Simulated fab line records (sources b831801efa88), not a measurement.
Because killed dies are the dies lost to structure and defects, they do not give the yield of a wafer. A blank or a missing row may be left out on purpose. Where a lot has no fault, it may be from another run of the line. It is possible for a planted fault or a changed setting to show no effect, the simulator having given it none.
fab line records || flow gf180mcu
record {"lots": 14, "wafers": 42, "last-day": 34}
route steps=602 shown V1@349 M2@375 V2@387
lots that met no fault: from a run of the same line without faults
start-h: hours from the record's first day to the start of the lot's first wafer shown || wait-h: hours from the lot's prior step to this one || " the same as in the row above || L1.1+2: one row covering several wafers at once || - no value, or no start given || * or withheld: withheld || < > ~ a bound
route shown NAME@n: names a module that has steps shown in the file, with the first one's number in the route || usual: the fault-free wafers' mean and standard deviation || same: alike in all rows || chamber/n: place in a boat || sites: the reading at each site || _std_site: how widely they spread, as a standard deviation || _edge_site: outer sites' mean less inner sites' || radius-mm: for every site, how far away it sits from the centre of the wafer || mask NAME#n: copy n || behind: the last tool/chamber to shape the wafer || hold: the reason the lot was held/the length of the hold in hours/how it ended || device: whichever transistor did not switch (one of n, p or np) || end of line: the same wafers' tests at the end of the route || for a step that has no rows: nothing shown but its recipe || killed: dies that structure and defects cost at the first sort, which is not the same as the wafer's yield || map: shows each die of a wafer: x if killed, . if not, _ if none is there
set.NAME: the run value of the setting; set.NAME@STEP: its run value at that earlier step || model.NAME: the simulator's own value behind a step, which no gauge read
one table for each step of the route and one row for each wafer, over a sample of lots
services: from which hour (start-h, from the record's first day; less than 0 if before it) a tool's chamber was out of use, for how many hours, and why
## steps
# step GF_V1_CD_MEAS_14
# recipe {"target-cd-nm": 260}
# usual {"cd-nm": "260.2/1.3"}
{"lot.wafer": "L643.3", "tool": "cd-sem-02", "chamber": "-", "start-h": 426.35, "wait-h": 0.1, "cd-nm": 261.6}
{"lot.wafer": "L643.4", "tool": "cd-sem-02", "chamber": "-", "start-h": 426.35, "wait-h": 0.1, "cd-nm": 262.1}
{"lot.wafer": "L643.5", "tool": "cd-sem-02", "chamber": "-", "start-h": 426.35, "wait-h": 0.1, "cd-nm": 261.5}
{"lot.wafer": "L645.1", "tool": "cd-sem-01", "chamber": "-", "start-h": 444.15, "wait-h": 0.1, "cd-nm": 259.1}
{"lot.wafer": "L645.3", "tool": "cd-sem-01", "chamber": "-", "start-h": 444.15, "wait-h": 0.1, "cd-nm": 262.0}
{"lot.wafer": "L645.6", "tool": "cd-sem-01", "chamber": "-", "start-h": 444.15, "wait-h": 0.1, "cd-nm": 259.5}
{"lot.wafer": "L647.1", "tool": "cd-sem-02", "chamber": "-", "start-h": 458.96, "wait-h": 0.1, "cd-nm": 259.7}
{"lot.wafer": "L647.3", "tool": "cd-sem-02", "chamber": "-", "start-h": 458.96, "wait-h": 0.1, "cd-nm": 260.0}
{"lot.wafer": "L647.6", "tool": "cd-sem-02", "chamber": "-", "start-h": 458.96, "wait-h": 0.1, "cd-nm": 259.8}
{"lot.wafer": "L648.2", "tool": "cd-sem-01", "chamber": "-", "start-h": 473.74, "wait-h": 0.1, "cd-nm": 260.5}
{"lot.wafer": "L648.3", "tool": "cd-sem-01", "chamber": "-", "start-h": 473.74, "wait-h": 0.1, "cd-nm": 260.1}
{"lot.wafer": "L648.6", "tool": "cd-sem-01", "chamber": "-", "start-h": 473.74, "wait-h": 0.1, "cd-nm": 261.1}
{"lot.wafer": "L651.2", "tool": "cd-sem-02", "chamber": "-", "start-h": 494.34, "wait-h": 0.1, "cd-nm": 258.7}
{"lot.wafer": "L651.4", "tool": "cd-sem-02", "chamber": "-", "start-h": 494.34, "wait-h": 0.1, "cd-nm": 257.9}
{"lot.wafer": "L651.5", "tool": "cd-sem-02", "chamber": "-", "start-h": 494.34, "wait-h": 0.1, "cd-nm": 257.8}
{"lot.wafer": "L652.1", "tool": "cd-sem-02", "chamber": "-", "start-h": 506.92, "wait-h": 0.2, "cd-nm": 258.5}
{"lot.wafer": "L652.2", "tool": "cd-sem-02", "chamber": "-", "start-h": 506.92, "wait-h": 0.2, "cd-nm": 259.4}
{"lot.wafer": "L652.3", "tool": "cd-sem-02", "chamber": "-", "start-h": 506.92, "wait-h": 0.2, "cd-nm": 258.5}
{"lot.wafer": "L653.1", "tool": "cd-sem-01", "chamber": "-", "start-h": 512.26, "wait-h": 0.1, "cd-nm": 260.0}
{"lot.wafer": "L653.2", "tool": "cd-sem-01", "chamber": "-", "start-h": 512.26, "wait-h": 0.1, "cd-nm": 259.4}
{"lot.wafer": "L653.4", "tool": "cd-sem-01", "chamber": "-", "start-h": 512.26, "wait-h": 0.1, "cd-nm": 260.8}
{"lot.wafer": "L654.1", "tool": "cd-sem-01", "chamber": "-", "start-h": 517.92, "wait-h": 0.1, "cd-nm": 261.9}
{"lot.wafer": "L654.2", "tool": "cd-sem-01", "chamber": "-", "start-h": 517.92, "wait-h": 0.1, "cd-nm": 262.1}
{"lot.wafer": "L654.4", "tool": "cd-sem-01", "chamber": "-", "start-h": 517.92, "wait-h": 0.1, "cd-nm": 261.8}
{"lot.wafer": "L655.3", "tool": "cd-sem-01", "chamber": "-", "start-h": 532.61, "wait-h": 0.1, "cd-nm": 262.9}
{"lot.wafer": "L655.5", "tool": "cd-sem-01", "chamber": "-", "start-h": 532.61, "wait-h": 0.1, "cd-nm": 262.6}
{"lot.wafer": "L655.6", "tool": "cd-sem-01", "chamber": "-", "start-h": 532.61, "wait-h": 0.1, "cd-nm": 262.6}
{"lot.wafer": "L661.1", "tool": "cd-sem-02", "chamber": "-", "start-h": 577.71, "wait-h": 0.1, "cd-nm": 260.5}
{"lot.wafer": "L661.2", "tool": "cd-sem-02", "chamber": "-", "start-h": 577.71, "wait-h": 0.1, "cd-nm": 259.6}
{"lot.wafer": "L661.5", "tool": "cd-sem-02", "chamber": "-", "start-h": 577.71, "wait-h": 0.1, "cd-nm": 259.7}
{"lot.wafer": "L662.1", "tool": "cd-sem-02", "chamber": "-", "start-h": 584.37, "wait-h": 0.2, "cd-nm": 258.8}
{"lot.wafer": "L662.2", "tool": "cd-sem-02", "chamber": "-", "start-h": 584.37, "wait-h": 0.2, "cd-nm": 258.6}
{"lot.wafer": "L662.4", "tool": "cd-sem-02", "chamber": "-", "start-h": 584.37, "wait-h": 0.2, "cd-nm": 258.2}
{"lot.wafer": "L663.1", "tool": "cd-sem-02", "chamber": "-", "start-h": 586.62, "wait-h": 0.1, "cd-nm": 257.7}
{"lot.wafer": "L663.3", "tool": "cd-sem-02", "chamber": "-", "start-h": 586.62, "wait-h": 0.1, "cd-nm": 257.5}
{"lot.wafer": "L663.5", "tool": "cd-sem-02", "chamber": "-", "start-h": 586.62, "wait-h": 0.1, "cd-nm": 258.4}
{"lot.wafer": "L664.1", "tool": "cd-sem-01", "chamber": "-", "start-h": 592.46, "wait-h": 0.1, "cd-nm": 260.0}
{"lot.wafer": "L664.4", "tool": "cd-sem-01", "chamber": "-", "start-h": 592.46, "wait-h": 0.1, "cd-nm": 259.3}
{"lot.wafer": "L664.5", "tool": "cd-sem-01", "chamber": "-", "start-h": 592.46, "wait-h": 0.1, "cd-nm": 259.5}
{"lot.wafer": "L665.2", "tool": "cd-sem-01", "chamber": "-", "start-h": 610.52, "wait-h": 0.1, "cd-nm": 261.5}
{"lot.wafer": "L665.5", "tool": "cd-sem-01", "chamber": "-", "start-h": 610.52, "wait-h": 0.1, "cd-nm": 260.4}
{"lot.wafer": "L665.6", "tool": "cd-sem-01", "chamber": "-", "start-h": 610.52, "wait-h": 0.1, "cd-nm": 262.2}
# step GF_V1_SPUTTER_22
# recipe {"material": "TiN", "target-thk-nm": 10, "chamber-pressure-pa": 5, "power-w": 4000, "time-s": 40}
# usual {"throttle-valve-pct": "29.6/0.95"}
# same {"time-s": 40}
{"lot.wafer": "L643.3", "tool": "pvd-sputter-02", "chamber": "-", "start-h": 427.20, "wait-h": 0.0, "throttle-valve-pct": 29.9}
{"lot.wafer": "L643.4", "tool": "pvd-sputter-02", "chamber": "-", "start-h": 427.20, "wait-h": 0.0, "throttle-valve-pct": 29.4}
{"lot.wafer": "L643.5", "tool": "pvd-sputter-02", "chamber": "-", "start-h": 427.20, "wait-h": 0.0, "throttle-valve-pct": 29.9}
{"lot.wafer": "L645.1", "tool": "pvd-sputter-02", "chamber": "-", "start-h": 445.06, "wait-h": 0.0, "throttle-valve-pct": 29.8}
{"lot.wafer": "L645.3", "tool": "pvd-sputter-02", "chamber": "-", "start-h": 445.06, "wait-h": 0.0, "throttle-valve-pct": 28.7}
{"lot.wafer": "L645.6", "tool": "pvd-sputter-02", "chamber": "-", "start-h": 445.06, "wait-h": 0.0, "throttle-valve-pct": 30.2}
{"lot.wafer": "L647.1", "tool": "pvd-sputter-03", "chamber": "-", "start-h": 459.85, "wait-h": 0.0, "throttle-valve-pct": 27.6}
{"lot.wafer": "L647.3", "tool": "pvd-sputter-03", "chamber": "-", "start-h": 459.85, "wait-h": 0.0, "throttle-valve-pct": 29.0}
{"lot.wafer": "L647.6", "tool": "pvd-sputter-03", "chamber": "-", "start-h": 459.85, "wait-h": 0.0, "throttle-valve-pct": 30.9}
{"lot.wafer": "L648.2", "tool": "pvd-sputter-01", "chamber": "-", "start-h": 474.60, "wait-h": 0.0, "throttle-valve-pct": 30.7}
{"lot.wafer": "L648.3", "tool": "pvd-sputter-01", "chamber": "-", "start-h": 474.60, "wait-h": 0.0, "throttle-valve-pct": 29.5}
{"lot.wafer": "L648.6", "tool": "pvd-sputter-01", "chamber": "-", "start-h": 474.60, "wait-h": 0.0, "throttle-valve-pct": 29.8}
{"lot.wafer": "L651.2", "tool": "pvd-sputter-02", "chamber": "-", "start-h": 495.20, "wait-h": 0.0, "throttle-valve-pct": 29.9}
{"lot.wafer": "L651.4", "tool": "pvd-sputter-02", "chamber": "-", "start-h": 495.20, "wait-h": 0.0, "throttle-valve-pct": 28.4}
{"lot.wafer": "L651.5", "tool": "pvd-sputter-02", "chamber": "-", "start-h": 495.20, "wait-h": 0.0, "throttle-valve-pct": 28.7}
{"lot.wafer": "L652.1", "tool": "pvd-sputter-01", "chamber": "-", "start-h": 507.80, "wait-h": 0.0, "throttle-valve-pct": 30.5}
{"lot.wafer": "L652.2", "tool": "pvd-sputter-01", "chamber": "-", "start-h": 507.80, "wait-h": 0.0, "throttle-valve-pct": 29.5}
{"lot.wafer": "L652.3", "tool": "pvd-sputter-01", "chamber": "-", "start-h": 507.80, "wait-h": 0.0, "throttle-valve-pct": 30.3}
{"lot.wafer": "L653.1", "tool": "pvd-sputter-03", "chamber": "-", "start-h": 513.14, "wait-h": 0.0, "throttle-valve-pct": 30.9}
{"lot.wafer": "L653.2", "tool": "pvd-sputter-03", "chamber": "-", "start-h": 513.14, "wait-h": 0.0, "throttle-valve-pct": 30.8}
{"lot.wafer": "L653.4", "tool": "pvd-sputter-03", "chamber": "-", "start-h": 513.14, "wait-h": 0.0, "throttle-valve-pct": 27.4}
{"lot.wafer": "L654.1", "tool": "pvd-sputter-02", "chamber": "-", "start-h": 518.80, "wait-h": 0.0, "throttle-valve-pct": 28.5}
{"lot.wafer": "L654.2", "tool": "pvd-sputter-02", "chamber": "-", "start-h": 518.80, "wait-h": 0.0, "throttle-valve-pct": 29.5}
{"lot.wafer": "L654.4", "tool": "pvd-sputter-02", "chamber": "-", "start-h": 518.80, "wait-h": 0.0, "throttle-valve-pct": 29.9}
{"lot.wafer": "L655.3", "tool": "pvd-sputter-03", "chamber": "-", "start-h": 533.45, "wait-h": 0.0, "throttle-valve-pct": 30.7}
{"lot.wafer": "L655.5", "tool": "pvd-sputter-03", "chamber": "-", "start-h": 533.45, "wait-h": 0.0, "throttle-valve-pct": 28.9}
{"lot.wafer": "L655.6", "tool": "pvd-sputter-03", "chamber": "-", "start-h": 533.45, "wait-h": 0.0, "throttle-valve-pct": 27.7}
{"lot.wafer": "L661.1", "tool": "pvd-sputter-02", "chamber": "-", "start-h": 578.61, "wait-h": 0.0, "throttle-valve-pct": 29.6}
{"lot.wafer": "L661.2", "tool": "pvd-sputter-02", "chamber": "-", "start-h": 578.61, "wait-h": 0.0, "throttle-valve-pct": 29.5}
{"lot.wafer": "L661.5", "tool": "pvd-sputter-02", "chamber": "-", "start-h": 578.61, "wait-h": 0.0, "throttle-valve-pct": 29.4}
{"lot.wafer": "L662.1", "tool": "pvd-sputter-02", "chamber": "-", "start-h": 585.26, "wait-h": 0.0, "throttle-valve-pct": 29.4}
{"lot.wafer": "L662.2", "tool": "pvd-sputter-02", "chamber": "-", "start-h": 585.26, "wait-h": 0.0, "throttle-valve-pct": 28.6}
{"lot.wafer": "L662.4", "tool": "pvd-sputter-02", "chamber": "-", "start-h": 585.26, "wait-h": 0.0, "throttle-valve-pct": 30.0}
{"lot.wafer": "L663.1", "tool": "pvd-sputter-02", "chamber": "-", "start-h": 587.50, "wait-h": 0.0, "throttle-valve-pct": 30.0}
{"lot.wafer": "L663.3", "tool": "pvd-sputter-02", "chamber": "-", "start-h": 587.50, "wait-h": 0.0, "throttle-valve-pct": 28.7}
{"lot.wafer": "L663.5", "tool": "pvd-sputter-02", "chamber": "-", "start-h": 587.50, "wait-h": 0.0, "throttle-valve-pct": 29.8}
{"lot.wafer": "L664.1", "tool": "pvd-sputter-01", "chamber": "-", "start-h": 593.49, "wait-h": 0.0, "throttle-valve-pct": 30.6}
{"lot.wafer": "L664.4", "tool": "pvd-sputter-01", "chamber": "-", "start-h": 593.49, "wait-h": 0.0, "throttle-valve-pct": 30.7}
{"lot.wafer": "L664.5", "tool": "pvd-sputter-01", "chamber": "-", "start-h": 593.49, "wait-h": 0.0, "throttle-valve-pct": 30.4}
{"lot.wafer": "L665.2", "tool": "pvd-sputter-02", "chamber": "-", "start-h": 611.41, "wait-h": 0.0, "throttle-valve-pct": 28.6}
{"lot.wafer": "L665.5", "tool": "pvd-sputter-02", "chamber": "-", "start-h": 611.41, "wait-h": 0.0, "throttle-valve-pct": 29.5}
{"lot.wafer": "L665.6", "tool": "pvd-sputter-02", "chamber": "-", "start-h": 611.41, "wait-h": 0.0, "throttle-valve-pct": 28.8}
# step GF_M2_DEVELOP_13
# recipe {"develop-time-s": 60, "dev-temp-c": 21}
# usual {"chill-plate-temp-C": "23.02/0.099", "develop-time-s": "60/0"}
{"lot.wafer": "L643.3", "tool": "litho-track-02", "chamber": 0, "start-h": 451.90, "wait-h": 0.1, "chill-plate-temp-C": 23.04, "develop-time-s": 60}
{"lot.wafer": "L643.4", "tool": "litho-track-02", "chamber": 0, "start-h": 451.90, "wait-h": 0.1, "chill-plate-temp-C": 23.05, "develop-time-s": 60}
{"lot.wafer": "L643.5", "tool": "litho-track-02", "chamber": 0, "start-h": 451.90, "wait-h": 0.1, "chill-plate-temp-C": 23.07, "develop-time-s": 60}
{"lot.wafer": "L645.1", "tool": "litho-track-03", "chamber": 0, "start-h": 470.00, "wait-h": 0.2, "chill-plate-temp-C": 23.06, "develop-time-s": 60}
{"lot.wafer": "L645.3", "tool": "litho-track-03", "chamber": 0, "start-h": 470.00, "wait-h": 0.2, "chill-plate-temp-C": 22.93, "develop-time-s": 60}
{"lot.wafer": "L645.6", "tool": "litho-track-03", "chamber": 0, "start-h": 470.00, "wait-h": 0.2, "chill-plate-temp-C": 22.93, "develop-time-s": 60}
{"lot.wafer": "L647.1", "tool": "litho-track-04", "chamber": 0, "start-h": 484.82, "wait-h": 0.2, "chill-plate-temp-C": 23.11, "develop-time-s": 60}
{"lot.wafer": "L647.3", "tool": "litho-track-04", "chamber": 0, "start-h": 484.82, "wait-h": 0.2, "chill-plate-temp-C": 22.97, "develop-time-s": 60}
{"lot.wafer": "L647.6", "tool": "litho-track-04", "chamber": 0, "start-h": 484.82, "wait-h": 0.2, "chill-plate-temp-C": 22.91, "develop-time-s": 60}
{"lot.wafer": "L648.2", "tool": "litho-track-02", "chamber": 0, "start-h": 498.92, "wait-h": 0.2, "chill-plate-temp-C": 22.97, "develop-time-s": 60}
{"lot.wafer": "L648.3", "tool": "litho-track-02", "chamber": 0, "start-h": 498.92, "wait-h": 0.2, "chill-plate-temp-C": 23.23, "develop-time-s": 60}
{"lot.wafer": "L648.6", "tool": "litho-track-02", "chamber": 0, "start-h": 498.92, "wait-h": 0.2, "chill-plate-temp-C": 23.17, "develop-time-s": 60}
{"lot.wafer": "L651.2", "tool": "litho-track-04", "chamber": 0, "start-h": 519.74, "wait-h": 0.2, "chill-plate-temp-C": 23.00, "develop-time-s": 60}
{"lot.wafer": "L651.4", "tool": "litho-track-04", "chamber": 0, "start-h": 519.74, "wait-h": 0.2, "chill-plate-temp-C": 23.01, "develop-time-s": 60}
{"lot.wafer": "L651.5", "tool": "litho-track-04", "chamber": 0, "start-h": 519.74, "wait-h": 0.2, "chill-plate-temp-C": 23.02, "develop-time-s": 60}
{"lot.wafer": "L652.1", "tool": "litho-track-02", "chamber": "-", "start-h": 531.85, "wait-h": 0.2, "chill-plate-temp-C": "-", "develop-time-s": "-"}
{"lot.wafer": "L652.2", "tool": "litho-track-02", "chamber": "-", "start-h": 531.85, "wait-h": 0.2, "chill-plate-temp-C": "-", "develop-time-s": "-"}
{"lot.wafer": "L652.3", "tool": "litho-track-02", "chamber": "-", "start-h": 531.85, "wait-h": 0.2, "chill-plate-temp-C": "-", "develop-time-s": "-"}
{"lot.wafer": "L653.1", "tool": "litho-track-02", "chamber": "-", "start-h": 536.45, "wait-h": 0.2, "chill-plate-temp-C": "-", "develop-time-s": "-"}
{"lot.wafer": "L653.2", "tool": "litho-track-02", "chamber": "-", "start-h": 536.45, "wait-h": 0.2, "chill-plate-temp-C": "-", "develop-time-s": "-"}
{"lot.wafer": "L653.4", "tool": "litho-track-02", "chamber": "-", "start-h": 536.45, "wait-h": 0.2, "chill-plate-temp-C": "-", "develop-time-s": "-"}
{"lot.wafer": "L654.1", "tool": "litho-track-03", "chamber": 0, "start-h": 542.45, "wait-h": 0.2, "chill-plate-temp-C": 23.12, "develop-time-s": 60}
{"lot.wafer": "L654.2", "tool": "litho-track-03", "chamber": 0, "start-h": 542.45, "wait-h": 0.2, "chill-plate-temp-C": 23.01, "develop-time-s": 60}
{"lot.wafer": "L654.4", "tool": "litho-track-03", "chamber": 0, "start-h": 542.45, "wait-h": 0.2, "chill-plate-temp-C": 23.01, "develop-time-s": 60}
{"lot.wafer": "L655.3", "tool": "litho-track-02", "chamber": 0, "start-h": 556.65, "wait-h": 0.1, "chill-plate-temp-C": 23.10, "develop-time-s": 60}
{"lot.wafer": "L655.5", "tool": "litho-track-02", "chamber": 0, "start-h": 556.65, "wait-h": 0.1, "chill-plate-temp-C": 23.06, "develop-time-s": 60}
{"lot.wafer": "L655.6", "tool": "litho-track-02", "chamber": 0, "start-h": 556.65, "wait-h": 0.1, "chill-plate-temp-C": 22.98, "develop-time-s": 60}
{"lot.wafer": "L661.1", "tool": "litho-track-02", "chamber": 0, "start-h": 600.50, "wait-h": 0.2, "chill-plate-temp-C": 23.10, "develop-time-s": 60}
{"lot.wafer": "L661.2", "tool": "litho-track-02", "chamber": 0, "start-h": 600.50, "wait-h": 0.2, "chill-plate-temp-C": 23.12, "develop-time-s": 60}
{"lot.wafer": "L661.5", "tool": "litho-track-02", "chamber": 0, "start-h": 600.50, "wait-h": 0.2, "chill-plate-temp-C": 23.10, "develop-time-s": 60}
{"lot.wafer": "L662.1", "tool": "litho-track-04", "chamber": 0, "start-h": 607.07, "wait-h": 0.2, "chill-plate-temp-C": 22.87, "develop-time-s": 60}
{"lot.wafer": "L662.2", "tool": "litho-track-04", "chamber": 0, "start-h": 607.07, "wait-h": 0.2, "chill-plate-temp-C": 22.96, "develop-time-s": 60}
{"lot.wafer": "L662.4", "tool": "litho-track-04", "chamber": 0, "start-h": 607.07, "wait-h": 0.2, "chill-plate-temp-C": 22.87, "develop-time-s": 60}
{"lot.wafer": "L663.1", "tool": "litho-track-04", "chamber": 0, "start-h": 609.52, "wait-h": 0.2, "chill-plate-temp-C": 23.07, "develop-time-s": 60}
{"lot.wafer": "L663.3", "tool": "litho-track-04", "chamber": 0, "start-h": 609.52, "wait-h": 0.2, "chill-plate-temp-C": 23.13, "develop-time-s": 60}
{"lot.wafer": "L663.5", "tool": "litho-track-04", "chamber": 0, "start-h": 609.52, "wait-h": 0.2, "chill-plate-temp-C": 23.02, "develop-time-s": 60}
{"lot.wafer": "L664.1", "tool": "litho-track-03", "chamber": 0, "start-h": 615.35, "wait-h": 0.2, "chill-plate-temp-C": 22.95, "develop-time-s": 60}
{"lot.wafer": "L664.4", "tool": "litho-track-03", "chamber": 0, "start-h": 615.35, "wait-h": 0.2, "chill-plate-temp-C": 22.89, "develop-time-s": 60}
{"lot.wafer": "L664.5", "tool": "litho-track-03", "chamber": 0, "start-h": 615.35, "wait-h": 0.2, "chill-plate-temp-C": 22.90, "develop-time-s": 60}
{"lot.wafer": "L665.2", "tool": "litho-track-02", "chamber": 0, "start-h": 632.57, "wait-h": 0.2, "chill-plate-temp-C": 23.19, "develop-time-s": 60}
{"lot.wafer": "L665.5", "tool": "litho-track-02", "chamber": 0, "start-h": 632.57, "wait-h": 0.2, "chill-plate-temp-C": 22.97, "develop-time-s": 60}
{"lot.wafer": "L665.6", "tool": "litho-track-02", "chamber": 0, "start-h": 632.57, "wait-h": 0.2, "chill-plate-temp-C": 23.12, "develop-time-s": 60}
# step GF_V2_BOW_MEAS_05
# recipe {"mode": "bow"}
# usual {"V2_BOW": "99/7.6"}
{"lot.wafer": "L643.3", "tool": "film-metro-01", "chamber": "-", "start-h": 453.52, "wait-h": 0.2, "V2_BOW[um]": 92}
{"lot.wafer": "L643.4", "tool": "film-metro-01", "chamber": "-", "start-h": 453.52, "wait-h": 0.2, "V2_BOW[um]": 102}
{"lot.wafer": "L643.5", "tool": "film-metro-01", "chamber": "-", "start-h": 453.52, "wait-h": 0.2, "V2_BOW[um]": 85}
{"lot.wafer": "L645.1", "tool": "film-metro-04", "chamber": "-", "start-h": 471.69, "wait-h": 0.2, "V2_BOW[um]": 108}
{"lot.wafer": "L645.3", "tool": "film-metro-04", "chamber": "-", "start-h": 471.69, "wait-h": 0.2, "V2_BOW[um]": 87}
{"lot.wafer": "L645.6", "tool": "film-metro-04", "chamber": "-", "start-h": 471.69, "wait-h": 0.2, "V2_BOW[um]": 107}
{"lot.wafer": "L647.1", "tool": "film-metro-01", "chamber": "-", "start-h": 486.51, "wait-h": 0.1, "V2_BOW[um]": 96}
{"lot.wafer": "L647.3", "tool": "film-metro-01", "chamber": "-", "start-h": 486.51, "wait-h": 0.1, "V2_BOW[um]": 98}
{"lot.wafer": "L647.6", "tool": "film-metro-01", "chamber": "-", "start-h": 486.51, "wait-h": 0.1, "V2_BOW[um]": 99}
{"lot.wafer": "L648.2", "tool": "film-metro-01", "chamber": "-", "start-h": 500.45, "wait-h": 0.1, "V2_BOW[um]": 95}
{"lot.wafer": "L648.3", "tool": "film-metro-01", "chamber": "-", "start-h": 500.45, "wait-h": 0.1, "V2_BOW[um]": 110}
{"lot.wafer": "L648.6", "tool": "film-metro-01", "chamber": "-", "start-h": 500.45, "wait-h": 0.1, "V2_BOW[um]": 96}
{"lot.wafer": "L651.2", "tool": "film-metro-01", "chamber": "-", "start-h": 521.27, "wait-h": 0.2, "V2_BOW[um]": 107}
{"lot.wafer": "L651.4", "tool": "film-metro-01", "chamber": "-", "start-h": 521.27, "wait-h": 0.2, "V2_BOW[um]": 112}
{"lot.wafer": "L651.5", "tool": "film-metro-01", "chamber": "-", "start-h": 521.27, "wait-h": 0.2, "V2_BOW[um]": 118}
{"lot.wafer": "L654.1", "tool": "film-metro-02", "chamber": "-", "start-h": 543.98, "wait-h": 0.2, "V2_BOW[um]": 93}
{"lot.wafer": "L654.2", "tool": "film-metro-02", "chamber": "-", "start-h": 543.98, "wait-h": 0.2, "V2_BOW[um]": 95}
{"lot.wafer": "L654.4", "tool": "film-metro-02", "chamber": "-", "start-h": 543.98, "wait-h": 0.2, "V2_BOW[um]": 95}
{"lot.wafer": "L655.3", "tool": "film-metro-01", "chamber": "-", "start-h": 558.17, "wait-h": 0.3, "V2_BOW[um]": 90}
{"lot.wafer": "L655.5", "tool": "film-metro-01", "chamber": "-", "start-h": 558.17, "wait-h": 0.3, "V2_BOW[um]": 94}
{"lot.wafer": "L655.6", "tool": "film-metro-01", "chamber": "-", "start-h": 558.17, "wait-h": 0.3, "V2_BOW[um]": 91}
{"lot.wafer": "L661.1", "tool": "film-metro-04", "chamber": "-", "start-h": 602.06, "wait-h": 0.2, "V2_BOW[um]": 96}
{"lot.wafer": "L661.2", "tool": "film-metro-04", "chamber": "-", "start-h": 602.06, "wait-h": 0.2, "V2_BOW[um]": 102}
{"lot.wafer": "L661.5", "tool": "film-metro-04", "chamber": "-", "start-h": 602.06, "wait-h": 0.2, "V2_BOW[um]": 88}
{"lot.wafer": "L662.1", "tool": "film-metro-02", "chamber": "-", "start-h": 608.83, "wait-h": 0.2, "V2_BOW[um]": 106}
{"lot.wafer": "L662.2", "tool": "film-metro-02", "chamber": "-", "start-h": 608.83, "wait-h": 0.2, "V2_BOW[um]": 104}
{"lot.wafer": "L662.4", "tool": "film-metro-02", "chamber": "-", "start-h": 608.83, "wait-h": 0.2, "V2_BOW[um]": 113}
{"lot.wafer": "L663.1", "tool": "film-metro-02", "chamber": "-", "start-h": 611.28, "wait-h": 0.1, "V2_BOW[um]": 93}
{"lot.wafer": "L663.3", "tool": "film-metro-02", "chamber": "-", "start-h": 611.28, "wait-h": 0.1, "V2_BOW[um]": 83}
{"lot.wafer": "L663.5", "tool": "film-metro-02", "chamber": "-", "start-h": 611.28, "wait-h": 0.1, "V2_BOW[um]": 99}
{"lot.wafer": "L664.1", "tool": "film-metro-04", "chamber": "-", "start-h": 617.01, "wait-h": 0.1, "V2_BOW[um]": 102}
{"lot.wafer": "L664.4", "tool": "film-metro-04", "chamber": "-", "start-h": 617.01, "wait-h": 0.1, "V2_BOW[um]": 94}
{"lot.wafer": "L664.5", "tool": "film-metro-04", "chamber": "-", "start-h": 617.01, "wait-h": 0.1, "V2_BOW[um]": 106}
{"lot.wafer": "L665.2", "tool": "film-metro-01", "chamber": "-", "start-h": 634.12, "wait-h": 0.3, "V2_BOW[um]": 100}
{"lot.wafer": "L665.5", "tool": "film-metro-01", "chamber": "-", "start-h": 634.12, "wait-h": 0.3, "V2_BOW[um]": 96}
{"lot.wafer": "L665.6", "tool": "film-metro-01", "chamber": "-", "start-h": 634.12, "wait-h": 0.3, "V2_BOW[um]": 104}
## services
{"tool": "litho-track-04", "chamber": "-", "start-h": 436.85, "hours": "-", "kind": "consumable-replace:filter"}
{"tool": "pvd-sputter-03", "chamber": "-", "start-h": 444.27, "hours": 2.1, "kind": "repair"}
{"tool": "litho-track-02", "chamber": "-", "start-h": 461.09, "hours": "-", "kind": "consumable-replace:filter"}
{"tool": "pvd-sputter-01", "chamber": "-", "start-h": 488.02, "hours": 1.3, "kind": "repair"}
{"tool": "pvd-sputter-03", "chamber": "-", "start-h": 534.35, "hours": 1.0, "kind": "repair"}
{"tool": "pvd-sputter-01", "chamber": "-", "start-h": 605.51, "hours": 0.9, "kind": "repair"}
{"tool": "pvd-sputter-03", "chamber": "-", "start-h": 617.91, "hours": 3.2, "kind": "repair"}
{"tool": "pvd-sputter-02", "chamber": "-", "start-h": 627.58, "hours": 1.6, "kind": "repair"}
## key
first-sign {"step": "GF_M2_DEVELOP_13", "reading": "tool-record", "direction": "missing"}
effect none on later readings
met-at GF_M2_DEVELOP_13
struck-lots L652,L653
later-rows-left-out L652.1,L652.2,L652.3,L653.1,L653.2,L653.4
sort-left-out L652.1,L652.2,L652.3,L653.1,L653.2,L653.4
not-acting-at GF_V1_CD_MEAS_14,GF_V1_SPUTTER_22,GF_V2_BOW_MEAS_05
onset-between 498.92 531.85
fault {"kind": "skipped-step-whole", "tool": "litho-track-02", "chamber": "-", "onset-h": 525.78, "steps": "GF_M2_DEVELOP_13", "scope": "struck-lots-only"}
# sort-left-out: the simulated sort isn't trusted on such a fault, so these wafers' sort isn't shown, and their yield isn't known
# later-rows-left-out: the simulator's readings of these wafers behind a module that went badly wrong aren't trusted and aren't shown, but for the sort
